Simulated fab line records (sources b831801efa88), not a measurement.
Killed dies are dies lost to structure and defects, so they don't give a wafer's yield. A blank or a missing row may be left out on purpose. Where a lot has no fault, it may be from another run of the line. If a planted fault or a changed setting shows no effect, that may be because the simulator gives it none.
fab line records	flow gf180mcu
record: lots: 5	wafers: 23
route steps=602 shown V4@489 MIM@508 M5@530 V5@544
start-h: hours from the record's first day to the start of the lot's first wafer shown	wait-h: hours from the lot's prior step to this one	" identical to the entry in the row above	L1.1+2: several wafers, shown together as one row	- no value, or no start given	* or withheld: withheld	< > ~ a bound
route shown NAME@n: names a module that has steps shown in the file, with the first one's number in the route	usual: average and standard deviation across the fault-free wafers	same: alike in all rows	chamber/n: place in a boat	sites: the reading at each site	_std_site: standard deviation of those values	_edge_site: outer sites' mean less inner sites'	radius-mm: for every site, how far away it sits from the centre of the wafer	mask NAME#n: copy n	behind: tool/chamber where the wafer was last shaped	hold: the reason the lot was held/the length of the hold in hours/how it ended	device: which transistor (n, p or np) failed to switch	end of line: at the end of the route, the tests of the same wafers	a step given without rows: its recipe and nothing more	killed: dies lost to structure and defects at the first sort, not the wafer's yield	map: shows each die of a wafer: x if killed, . if not, _ if none is there
set.NAME: the setting the step ran with; set.NAME@STEP: the setting that earlier step ran with	model.NAME: the simulator's own value behind a step, which no gauge read
lots where settings were altered on purpose, with a table for each step and a row for each wafer
== steps ==
step: GF_V4_DEVELOP_13
recipe: develop-time-s: 60	resist: KrF	dev-temp-c: 21
lot.wafer	tool	chamber	start-h	wait-h	set.develop-time-s
L079.2+3+5	litho-track-03	0	602.41	0.2	57.15
L079.4+6	"	0	"	"	60
L080.2+5+6	litho-track-03	0	614.86	0.2	60
L081.1+2+3+4+5	litho-track-04	0	619.96	0.2	60
L082.1+2+3+5+6	litho-track-01	0	622.84	0.2	60
L084.1+5+6	litho-track-03	0	649.99	0.2	52.61
L084.2+4	"	0	"	"	60
step: GF_V4_ETCH_16
recipe: chemistry: N2/H2	target-depth-a: withheld	overetch-a: withheld	time-s: withheld	target: BARC	ion-energy-ev: 200	source-w: 500	bias-w: 100	pressure-mtorr: 30	n2-flow-sccm: 100	h2-flow-sccm: 200
step: GF_V4_ETCH_17
recipe: chemistry: C4F8/O2/Ar	mask-material: KrF	target: SiO2	stop-on: TiN	source-w: 1500	bias-w: 1200	pressure-mtorr: 40	c4f8-flow-sccm: withheld	O2_flow_sccm: 6	Ar_flow_sccm: 300	time-s: withheld	target-depth-a: 6300
lot.wafer	tool	chamber	start-h	wait-h	set.leave-above-ref-nm@V4_CMP_04	model.V4.feature-depth-nm
L079.2	rie-diel-04	0	-	-	605.1	605.5
L079.3	"	2	"	"	632.5	634.2
L079.4	"	1	"	"	632.5	635.1
L079.5	"	0	"	"	605.1	604
L079.6	"	1	"	"	632.5	633.4
L080.2	rie-diel-02	0	-	-	632.5	631.5
L080.5	"	1	"	"	632.5	631.4
L080.6	"	2	"	"	632.5	632
L081.1+3	rie-diel-04	0,2	-	-	632.5	632.2
L081.2	"	3	"	"	632.5	631.9
L081.4	"	1	"	"	632.5	634.2
L081.5	"	1	"	"	632.5	632.5
L082.1	rie-diel-03	1	-	-	652	653.8
L082.2	"	3	"	"	652	653.9
L082.3	"	2	"	"	632.5	632.1
L082.5	"	1	"	"	652	652
L082.6	"	2	"	"	632.5	634.9
L084.1	rie-diel-03	0	-	-	632.5	633.5
L084.2	"	3	"	"	650.9	649.1
L084.4	"	1	"	"	632.5	630.8
L084.5	"	1	"	"	650.9	650.6
L084.6	"	2	"	"	632.5	632.9
step: GF_V4_CVD_23
recipe: material: W	target-thk-nm: 350	time-s: 104.9	temp-c: 400	pressure-torr: 40
lot.wafer	tool	chamber	start-h	wait-h	set.pressure-torr	model.W_of_V4_CVD_23.thk-nm
L079.2	cvd-w-02	0	603.46	0.0	40	351.3
L079.3	"	1	"	"	40	351.8
L079.4	"	0	"	"	40	353
L079.5	"	1	"	"	40	350.5
L079.6	"	0	"	"	40	351.1
L080.2	cvd-w-01	0	616.25	0.0	40	345.6
L080.5	"	1	"	"	40	348.1
L080.6	"	0	"	"	40	350.7
L081.1+5	cvd-w-02	0	621.06	0.0	45.08	370.9
L081.2	"	1	"	"	45.08	370.2
L081.3	"	1	"	"	45.08	370
L081.4	"	0	"	"	45.08	369.4
L082.1	cvd-w-01	1	623.94	0.0	35.74	330.8
L082.2	"	0	"	"	35.74	330.2
L082.3	"	1	"	"	35.74	331.6
L082.5	"	1	"	"	35.74	332.5
L082.6	"	0	"	"	35.74	331.5
L084.1	cvd-w-01	0	651.07	0.0	40	350.3
L084.2	"	1	"	"	40	350
L084.4	"	1	"	"	40	354
L084.5	"	1	"	"	40	354.5
L084.6	"	0	"	"	40	352.9
step: GF_V4_RS_MEAS_24
recipe: thk-meas-gauge: four-point-probe	reads: W_of_V4_CVD_23+TiN_of_V4_SPUTTER_22+Ti_of_V4_SPUTTER_21
usual: V4_W_RS: 0.328/0.0037
lot.wafer	tool	chamber	start-h	wait-h	set.pressure-torr@V4_CVD_23	V4_W_RS[ohm/sq]
L079.2	film-metro-02	-	603.59	0.1	40	0.327
L079.3	"	-	"	"	40	0.325
L079.4	"	-	"	"	40	0.325
L079.5	"	-	"	"	40	0.327
L079.6	"	-	"	"	40	0.327
L080.2	film-metro-04	-	616.38	0.1	40	0.332
L080.5	"	-	"	"	40	0.330
L080.6	"	-	"	"	40	0.327
L081.1	film-metro-03	-	621.18	0.1	45.08	0.308
L081.2	"	-	"	"	45.08	0.310
L081.3	"	-	"	"	45.08	0.310
L081.4	"	-	"	"	45.08	0.310
L081.5	"	-	"	"	45.08	0.309
L082.1	film-metro-04	-	624.09	0.1	35.74	0.347
L082.2	"	-	"	"	35.74	0.348
L082.3	"	-	"	"	35.74	0.346
L082.5	"	-	"	"	35.74	0.345
L082.6	"	-	"	"	35.74	0.346
L084.1	film-metro-03	-	651.18	0.1	40	0.327
L084.2	"	-	"	"	40	0.327
L084.4	"	-	"	"	40	0.323
L084.5	"	-	"	"	40	0.323
L084.6	"	-	"	"	40	0.325
step: GF_V4_THK_MEAS_25
recipe: thk-meas-gauge: xrf	reads: W_of_V4_CVD_23
usual: V4_W_THK: 351/4.4
lot.wafer	tool	chamber	start-h	wait-h	set.pressure-torr@V4_CVD_23	V4_W_THK[nm]
L079.2	film-metro-02	-	603.70	0.1	40	353
L079.3	"	-	"	"	40	352
L079.4	"	-	"	"	40	356
L079.5	"	-	"	"	40	352
L079.6	"	-	"	"	40	352
L080.2	film-metro-04	-	616.49	0.1	40	349
L080.5	"	-	"	"	40	350
L080.6	"	-	"	"	40	355
L081.1	film-metro-03	-	621.30	0.1	45.08	374
L081.2	"	-	"	"	45.08	374
L081.3	"	-	"	"	45.08	375
L081.4	"	-	"	"	45.08	375
L081.5	"	-	"	"	45.08	376
L082.1	film-metro-04	-	624.21	0.1	35.74	330
L082.2	"	-	"	"	35.74	327
L082.3	"	-	"	"	35.74	331
L082.5	"	-	"	"	35.74	329
L082.6	"	-	"	"	35.74	330
L084.1	film-metro-03	-	651.30	0.1	40	358
L084.2	"	-	"	"	40	356
L084.4	"	-	"	"	40	360
L084.5	"	-	"	"	40	360
L084.6	"	-	"	"	40	358
step: GF_MIM_CVD_05
recipe: material: Si3N4	target-thk-nm: 42	temp-max-c: 400	temp-c: 385	time-s: 29.086	rf-w: 450
lot.wafer	tool	chamber	start-h	wait-h	set.time-s	model.Si3N4_of_MIM_CVD_05.thk-nm
L079.2	pecvd-04	2	604.27	0.0	26.98	38.63
L079.3	"	0	"	"	29.086	41.06
L079.4	"	1	"	"	29.086	42.36
L079.5	"	2	"	"	29.086	42.93
L079.6	"	0	"	"	26.98	38.74
L080.2	pecvd-01	0	617.06	0.0	29.086	41.46
L080.5	"	1	"	"	29.086	42.63
L080.6	"	2	"	"	29.086	42.12
L081.1	pecvd-01	1	621.88	0.0	29.086	41.32
L081.2	"	2	"	"	27.05	38.48
L081.3	"	0	"	"	27.05	38.33
L081.4	"	0	"	"	27.05	38.51
L081.5	"	1	"	"	29.086	42.16
L082.1	pecvd-01	0	624.91	0.0	29.086	41.23
L082.2	"	2	"	"	29.086	41.69
L082.3	"	1	"	"	29.086	41.6
L082.5	"	2	"	"	29.086	42.34
L082.6	"	1	"	"	29.086	42.59
L084.1	pecvd-03	1	651.88	0.0	29.086	41.72
L084.2	"	0	"	"	29.086	41.14
L084.4	"	0	"	"	26.23	37.73
L084.5	"	2	"	"	26.23	37.33
L084.6	"	1	"	"	29.086	41.71
step: GF_MIM_THK_MEAS_06
recipe: reads: Si3N4_of_MIM_CVD_05
usual: MIM_CVD_05_THK: 41.9/0.53
lot.wafer	tool	chamber	start-h	wait-h	set.time-s@MIM_CVD_05	MIM_CVD_05_THK[nm]
L079.2	film-metro-02	-	604.31	0.0	26.98	38.7
L079.3	"	-	"	"	29.086	41.1
L079.4	"	-	"	"	29.086	42.3
L079.5	"	-	"	"	29.086	42.9
L079.6	"	-	"	"	26.98	38.7
L080.2	film-metro-01	-	617.11	0.0	29.086	41.5
L080.5	"	-	"	"	29.086	42.6
L080.6	"	-	"	"	29.086	42.1
L081.1	film-metro-04	-	621.91	0.0	29.086	41.3
L081.2	"	-	"	"	27.05	38.5
L081.3	"	-	"	"	27.05	38.3
L081.4	"	-	"	"	27.05	38.5
L081.5	"	-	"	"	29.086	42.1
L082.1	film-metro-04	-	624.94	0.0	29.086	41.3
L082.2	"	-	"	"	29.086	41.7
L082.3	"	-	"	"	29.086	41.6
L082.5	"	-	"	"	29.086	42.4
L082.6	"	-	"	"	29.086	42.6
L084.1	film-metro-01	-	651.91	0.0	29.086	41.7
L084.2	"	-	"	"	29.086	41.2
L084.4	"	-	"	"	26.23	37.7
L084.5	"	-	"	"	26.23	37.3
L084.6	"	-	"	"	29.086	41.7
step: GF_MIM_SPUTTER_08
recipe: material: AlCu	target-thk-nm: 200	power-w: 10600	time-s: 10.6	chamber-pressure-pa: 0.4
lot.wafer	tool	chamber	start-h	wait-h	set.power-w	model.AlCu_of_MIM_SPUTTER_08.thk-nm
L079.2	pvd-sputter-03	-	604.41	0.0	10110	187.9
L079.3+5	"	-	"	"	10600	199
L079.4	"	-	"	"	10110	189.1
L079.6	"	-	"	"	10600	198.7
L080.2	pvd-sputter-01	-	617.20	0.0	10600	201.6
L080.5	"	-	"	"	10600	202.3
L080.6	"	-	"	"	10600	201.3
L081.1	pvd-sputter-04	-	622.01	0.0	10600	203.5
L081.2	"	-	"	"	11220	216
L081.3	"	-	"	"	10600	202.4
L081.4	"	-	"	"	10600	204.7
L081.5	"	-	"	"	11220	215.2
L082.1	pvd-sputter-03	-	625.05	0.0	10260	189.6
L082.2	"	-	"	"	10600	197.8
L082.3	"	-	"	"	10600	197.6
L082.5	"	-	"	"	10600	198.3
L082.6	"	-	"	"	10260	192.2
L084.1	pvd-sputter-03	-	652.02	0.0	10600	199.8
L084.2	"	-	"	"	10600	197.3
L084.4	"	-	"	"	11300	212.5
L084.5	"	-	"	"	11300	212.6
L084.6	"	-	"	"	11300	212.3
step: GF_MIM_SPUTTER_09
recipe: material: TiN	target-thk-nm: 35	power-w: 6500	time-s: 29.2	chamber-pressure-pa: 0.4
step: GF_MIM_RS_MEAS_10
recipe: thk-meas-gauge: four-point-probe	reads: TiN_of_MIM_SPUTTER_09+AlCu_of_MIM_SPUTTER_08+TiN_of_MIM_SPUTTER_07
usual: MIM_ALCU_RS: 0.1605/0.0015
lot.wafer	tool	chamber	start-h	wait-h	set.power-w@MIM_SPUTTER_08	MIM_ALCU_RS[ohm/sq]
L079.2	film-metro-01	-	604.48	0.0	10110	0.1712
L079.3	"	-	"	"	10600	0.1611
L079.4	"	-	"	"	10110	0.1702
L079.5	"	-	"	"	10600	0.1611
L079.6	"	-	"	"	10600	0.1611
L080.2	film-metro-02	-	617.28	0.0	10600	0.1590
L080.5	"	-	"	"	10600	0.1581
L080.6	"	-	"	"	10600	0.1592
L081.1	film-metro-04	-	622.09	0.0	10600	0.1575
L081.2	"	-	"	"	11220	0.1481
L081.3	"	-	"	"	10600	0.1584
L081.4	"	-	"	"	10600	0.1567
L081.5	"	-	"	"	11220	0.1488
L082.1	film-metro-04	-	625.10	0.0	10260	0.1696
L082.2	"	-	"	"	10600	0.1620
L082.3	"	-	"	"	10600	0.1629
L082.5	"	-	"	"	10600	0.1620
L082.6	"	-	"	"	10260	0.1673
L084.1	film-metro-02	-	652.07	0.0	10600	0.1603
L084.2	"	-	"	"	10600	0.1626
L084.4	"	-	"	"	11300	0.1504
L084.5	"	-	"	"	11300	0.1504
L084.6	"	-	"	"	11300	0.1506
step: GF_MIM_THK_MEAS_11
recipe: thk-meas-gauge: xrf	reads: AlCu_of_MIM_SPUTTER_08
usual: MIM_ALCU_THK: 195.8/2.2
lot.wafer	tool	chamber	start-h	wait-h	set.power-w@MIM_SPUTTER_08	MIM_ALCU_THK[nm]
L079.2	film-metro-01	-	604.59	0.1	10110	184.5
L079.3	"	-	"	"	10600	194.3
L079.4	"	-	"	"	10110	185.6
L079.5	"	-	"	"	10600	193.9
L079.6	"	-	"	"	10600	193.5
L080.2	film-metro-02	-	617.39	0.1	10600	197.6
L080.5	"	-	"	"	10600	199.1
L080.6	"	-	"	"	10600	196.3
L081.1	film-metro-04	-	622.21	0.1	10600	201.0
L081.2	"	-	"	"	11220	212.2
L081.3	"	-	"	"	10600	199.6
L081.4	"	-	"	"	10600	202.2
L081.5	"	-	"	"	11220	211.5
L082.1	film-metro-04	-	625.22	0.1	10260	186.7
L082.2	"	-	"	"	10600	193.3
L082.3	"	-	"	"	10600	195.2
L082.5	"	-	"	"	10600	195.6
L082.6	"	-	"	"	10260	190.1
L084.1	film-metro-02	-	652.19	0.1	10600	194.5
L084.2	"	-	"	"	10600	193.0
L084.4	"	-	"	"	11300	207.7
L084.5	"	-	"	"	11300	208.6
L084.6	"	-	"	"	11300	208.5
step: GF_MIM_DEHYDRATE_12
recipe: temp-c: 200	time-s: 60
step: GF_MIM_HMDS_13
recipe: prime-time-s: 60	prime-temp-c: 120
step: GF_MIM_PEB_17
recipe: temp-c: withheld	time-s: *	resist: NOVOLAK
step: GF_MIM_DEVELOP_18
recipe: develop-time-s: 60	dev-temp-c: 23
step: GF_MIM_METAL_ETCH_19
recipe: chemistry: Cl2/BCl3	mask-material: NOVOLAK	stop-on: Si3N4	target-depth-nm: 324.5	pressure-mtorr: 8	icp-w: 800	bias-w: 140	Cl2_flow_sccm: 80	bcl3-flow-sccm: 40	time-s: 54.1
usual: oes-product-au: 0.940/0.0058
lot.wafer	tool	chamber	start-h	wait-h	set.power-w@MIM_SPUTTER_08	oes-product-au	model.MIM.feature-depth-nm
L079.2	rie-metal-02	1	624.37	0.1	10110	0.925	283.1
L079.3	"	1	"	"	10600	0.941	294.4
L079.4	"	0	"	"	10110	0.919	284.3
L079.5	"	0	"	"	10600	0.941	294.7
L079.6	"	1	"	"	10600	0.939	294.3
L080.2	rie-metal-01	1	637.57	0.1	10600	0.954	297.3
L080.5	"	1	"	"	10600	0.943	298.8
L080.6	"	0	"	"	10600	0.942	298
L081.1	rie-metal-01	1	642.40	0.1	10600	0.950	297.4
L081.2	"	0	"	"	11220	0.975	-
L081.3	"	1	"	"	10600	0.946	297.6
L081.4	"	0	"	"	10600	0.950	299.3
L081.5	"	1	"	"	11220	0.972	-
L082.1	rie-metal-02	1	645.20	0.1	10260	0.919	283.1
L082.2	"	0	"	"	10600	0.939	291.9
L082.3	"	1	"	"	10600	0.933	290.8
L082.5	"	0	"	"	10600	0.935	291.5
L082.6	"	1	"	"	10260	0.918	286.1
L084.1	rie-metal-01	0	670.72	0.1	10600	0.942	295.2
L084.2	"	0	"	"	10600	0.938	293.4
L084.4	"	0	"	"	11300	0.963	-
L084.5	"	0	"	"	11300	0.969	-
L084.6	"	0	"	"	11300	0.962	-
step: GF_M5_EXPOSE_04
recipe: mask-id: Metal5	target-cd-nm: 280	na: 0.68	source-shape: conventional	sigma-outer: 0.6	dose-mj: 28
lot.wafer	tool	chamber	start-h	wait-h	mask	set.dose-mj
L079.2+5+6	krf-scanner-02	0	-	-	Metal5#0	27.29
L079.3+4	"	0	"	"	Metal5#0	28
L080.2+5+6	krf-scanner-01	0	-	-	Metal5#0	28
L081.1+2+3+4+5	krf-scanner-01	0	-	-	Metal5#0	28
L082.1+3	krf-scanner-01	0	-	-	Metal5#0	28
L082.2+5+6	"	0	"	"	Metal5#0	29.49
L084.1+2+4	krf-scanner-02	0	-	-	Metal5#0	27.47
L084.5+6	"	0	"	"	Metal5#0	28
step: GF_M5_PEB_05
recipe: peb-temp-c: 135	peb-time-s: 90	resist: KrF
step: GF_M5_DEVELOP_06
recipe: develop-time-s: 60	dev-temp-c: 21
step: GF_M5_CD_MEAS_07
recipe: target-cd-nm: 280
usual: cd-nm: 280.0/0.98
lot.wafer	tool	chamber	start-h	wait-h	set.dose-mj@M5_EXPOSE_04	cd-nm
L079.2	cd-sem-01	-	645.36	0.1	27.29	285.4
L079.3	"	-	"	"	28	281.0
L079.4	"	-	"	"	28	281.3
L079.5	"	-	"	"	27.29	285.4
L079.6	"	-	"	"	27.29	285.3
L080.2	cd-sem-02	-	657.74	0.1	28	277.8
L080.5	"	-	"	"	28	278.9
L080.6	"	-	"	"	28	279.9
L081.1	cd-sem-02	-	661.62	0.1	28	279.8
L081.2	"	-	"	"	28	280.3
L081.3	"	-	"	"	28	279.7
L081.4	"	-	"	"	28	279.9
L081.5	"	-	"	"	28	279.2
L082.1	cd-sem-02	-	664.74	0.1	28	280.3
L082.2	"	-	"	"	29.49	272.2
L082.3	"	-	"	"	28	280.4
L082.5	"	-	"	"	29.49	272.6
L082.6	"	-	"	"	29.49	273.2
L084.1	cd-sem-01	-	690.02	0.1	27.47	282.9
L084.2	"	-	"	"	27.47	282.3
L084.4	"	-	"	"	27.47	284.3
L084.5	"	-	"	"	28	279.9
L084.6	"	-	"	"	28	280.2
step: GF_M5_ETCH_09
recipe: chemistry: CF4/O2	target: Si3N4	target-depth-nm: 52	source-w: 800	bias-w: 150	pressure-mtorr: 150	cf4-flow-sccm: 80	O2_flow_sccm: 10	time-s: 11.6
lot.wafer	tool	chamber	start-h	wait-h	set.dose-mj@M5_EXPOSE_04	model.M5.cd-nm
L079.2	rie-diel-02	2	645.49	0.0	27.29	285.7
L079.3	"	3	"	"	28	282
L079.4	"	0	"	"	28	281.3
L079.5	"	1	"	"	27.29	285.4
L079.6	"	2	"	"	27.29	285.6
L080.2	rie-diel-01	1	657.87	0.0	28	278.2
L080.5	"	3	"	"	28	279.1
L080.6	"	2	"	"	28	279.4
L081.1	rie-diel-02	1	661.77	0.0	28	280.1
L081.2	"	2	"	"	28	280.7
L081.3	"	3	"	"	28	280.5
L081.4	"	0	"	"	28	279.8
L081.5	"	0	"	"	28	279.2
L082.1	rie-diel-02	2	664.90	0.0	28	280.6
L082.2	"	3	"	"	29.49	273.1
L082.3	"	0	"	"	28	280
L082.5	"	3	"	"	29.49	273.6
L082.6	"	0	"	"	29.49	273.2
L084.1	rie-diel-01	3	690.17	0.0	27.47	282.6
L084.2	"	0	"	"	27.47	281.8
L084.4	"	2	"	"	27.47	283.9
L084.5+6	"	3,0	"	"	28	279.6
step: GF_M5_METAL_ETCH_10
recipe: chemistry: Cl2/BCl3	mask-material: KrF	target-depth-nm: 627.5	stop-on: SiO2	pressure-mtorr: 8	icp-w: 800	bias-w: 140	Cl2_flow_sccm: 80	bcl3-flow-sccm: 40	time-s: 104.6
lot.wafer	tool	chamber	start-h	wait-h	set.time-s	model.KrF_of_M5_COAT_02.thk-nm
L079.2	rie-metal-04	1	645.51	0.0	113.9	685.6
L079.3	"	0	"	"	113.9	674.3
L079.4	"	1	"	"	104.6	703.6
L079.5	"	1	"	"	104.6	705.9
L079.6	"	0	"	"	113.9	679.6
L080.2	rie-metal-02	0	657.90	0.0	104.6	696.1
L080.5	"	0	"	"	104.6	698.4
L080.6	"	1	"	"	104.6	694.6
L081.1	rie-metal-03	0	661.80	0.0	96.62	714.3
L081.2	"	1	"	"	104.6	705.5
L081.3	"	1	"	"	96.62	719.8
L081.4	"	0	"	"	104.6	697.9
L081.5	"	1	"	"	104.6	701
L082.1	rie-metal-02	1	664.92	0.0	104.6	699.5
L082.2	"	0	"	"	104.6	702.9
L082.3	"	0	"	"	104.6	702.4
L082.5	"	1	"	"	104.6	698.8
L082.6	"	0	"	"	104.6	708
L084.1	rie-metal-03	0	690.20	0.0	104.6	697.2
L084.2	"	1	"	"	114.9	684.8
L084.4	"	1	"	"	104.6	710
L084.5	"	1	"	"	104.6	704.8
L084.6	"	0	"	"	114.9	673.5
step: GF_M5_STRIP_11
recipe: chemistry: O2/N2	power-w: 1400	pressure-mtorr: 1500	platen-temp-c: 250	o2-flow-sccm: 3000	n2-flow-sccm: 300	overash-fraction: 0.5
usual: strip-time-to-endpoint-s: 7.54/0.045
lot.wafer	tool	chamber	start-h	wait-h	set.time-s@M5_METAL_ETCH_10	strip-time-to-endpoint-s
L079.2	plasma-asher-01	1	645.63	0.1	113.9	7.41
L079.3	"	1	"	"	113.9	7.28
L079.4	"	0	"	"	104.6	7.57
L079.5	"	1	"	"	104.6	7.59
L079.6	"	0	"	"	113.9	7.34
L080.2	plasma-asher-01	0	658.05	0.1	104.6	7.50
L080.5	"	0	"	"	104.6	7.52
L080.6	"	1	"	"	104.6	7.47
L081.1	plasma-asher-01	1	661.91	0.1	96.62	7.68
L081.2	"	0	"	"	104.6	7.56
L081.3	"	1	"	"	96.62	7.73
L081.4	"	0	"	"	104.6	7.52
L081.5	"	1	"	"	104.6	7.54
L082.1	plasma-asher-04	0	665.07	0.1	104.6	7.53
L082.2	"	1	"	"	104.6	7.55
L082.3	"	1	"	"	104.6	7.54
L082.5	"	1	"	"	104.6	7.53
L082.6	"	0	"	"	104.6	7.62
L084.1	plasma-asher-04	1	690.31	0.1	104.6	7.51
L084.2	"	0	"	"	114.9	7.38
L084.4	"	0	"	"	104.6	7.63
L084.5	"	0	"	"	104.6	7.58
L084.6	"	1	"	"	114.9	7.29
step: GF_V5_CMP_04
recipe: material: SiO2	down-force-psi: 4	platen-rpm: 60	pad-velocity-m-s: 0.94248
lot.wafer	tool	chamber	start-h	wait-h	set.leave-above-ref-nm	model.SiO2_of_V5_CVD_02.thk-nm
L079.2	cmp-01	0	646.65	0.2	855	856
L079.3	"	1	"	"	855	854.9
L079.4	"	3	"	"	798.2	798.6
L079.5	"	0	"	"	798.2	799.5
L079.6	"	1	"	"	798.2	797.7
L080.2	cmp-01	1	658.98	0.1	855	855.1
L080.6	"	3	"	"	855	855.8
L080.5	"	0	"	"	855	855.3
L081.1	cmp-02	0	662.72	0.1	801.6	799.6
L081.4	"	1	"	"	855	856.1
L081.3	"	2	"	"	801.6	803.7
L081.2	"	3	"	"	801.6	802.8
L081.5	"	1	"	"	855	855.2
L082.1	cmp-01	2	665.90	0.1	793	794.5
L082.2	"	3	"	"	855	855.2
L082.3	"	1	"	"	855	854.9
L082.6	"	2	"	"	855	853.6
L082.5	"	3	"	"	793	793.3
L084.4	cmp-02	1	691.22	0.1	855	855.3
L084.2	"	2	"	"	829	830.6
L084.1	"	0	"	"	855	854.1
L084.5	"	1	"	"	829	830.4
L084.6	"	2	"	"	855	856.7
== key ==
split: step: GF_V4_DEVELOP_13	setting: develop-time-s	stated: 60	by: wafer
response none clear
split: step: GF_V4_CVD_23	setting: pressure-torr	stated: 40	by: lot
response: step: GF_V4_CVD_23	reading: model.W_of_V4_CVD_23.thk-nm	change: +1.66	per: 1%	r: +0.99
response: step: GF_V4_RS_MEAS_24	reading: V4_W_RS	change: -0.00157	per: 1%	r: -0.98
response: step: GF_V4_THK_MEAS_25	reading: V4_W_THK	change: +1.92	per: 1%	r: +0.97
split: step: GF_MIM_CVD_05	setting: time-s	stated: 29.086	by: wafer
response: step: GF_MIM_CVD_05	reading: model.Si3N4_of_MIM_CVD_05.thk-nm	change: +0.441	per: 1%	r: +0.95
response: step: GF_MIM_THK_MEAS_06	reading: MIM_CVD_05_THK	change: +0.442	per: 1%	r: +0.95
split: step: GF_MIM_SPUTTER_08	setting: power-w	stated: 10600	by: wafer
response: step: GF_MIM_SPUTTER_08	reading: model.AlCu_of_MIM_SPUTTER_08.thk-nm	change: +2.13	per: 1%	r: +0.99
response: step: GF_MIM_RS_MEAS_10	reading: MIM_ALCU_RS	change: -0.00173	per: 1%	r: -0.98
response: step: GF_MIM_THK_MEAS_11	reading: MIM_ALCU_THK	change: +2.02	per: 1%	r: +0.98
response: step: GF_MIM_METAL_ETCH_19	reading: oes-product-au	change: +0.00409	per: 1%	r: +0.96
response: step: GF_MIM_METAL_ETCH_19	reading: model.MIM.feature-depth-nm	change: +2.26	per: 1%	r: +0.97
split: step: GF_M5_EXPOSE_04	setting: dose-mj	stated: 28	by: wafer
response: step: GF_M5_CD_MEAS_07	reading: cd-nm	change: -1.5	per: 1%	r: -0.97
response: step: GF_M5_ETCH_09	reading: model.M5.cd-nm	change: -1.38	per: 1%	r: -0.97
split: step: GF_M5_METAL_ETCH_10	setting: time-s	stated: 104.6	by: wafer
response: step: GF_M5_METAL_ETCH_10	reading: model.KrF_of_M5_COAT_02.thk-nm	change: -2.5	per: 1%	r: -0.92
response: step: GF_M5_STRIP_11	reading: strip-time-to-endpoint-s	change: *	per: 1%	r: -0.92
split: step: GF_V5_CMP_04	setting: leave-above-ref-nm	stated: 855	by: wafer
response: step: GF_V5_CMP_04	reading: model.SiO2_of_V5_CVD_02.thk-nm	change: +8.47	per: 1%	r: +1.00
split outside-this-file step=GF_V4_CMP_04 setting=leave-above-ref-nm
split outside-this-file: this setting was split too, and the file shows its column; the key of that split is in another file
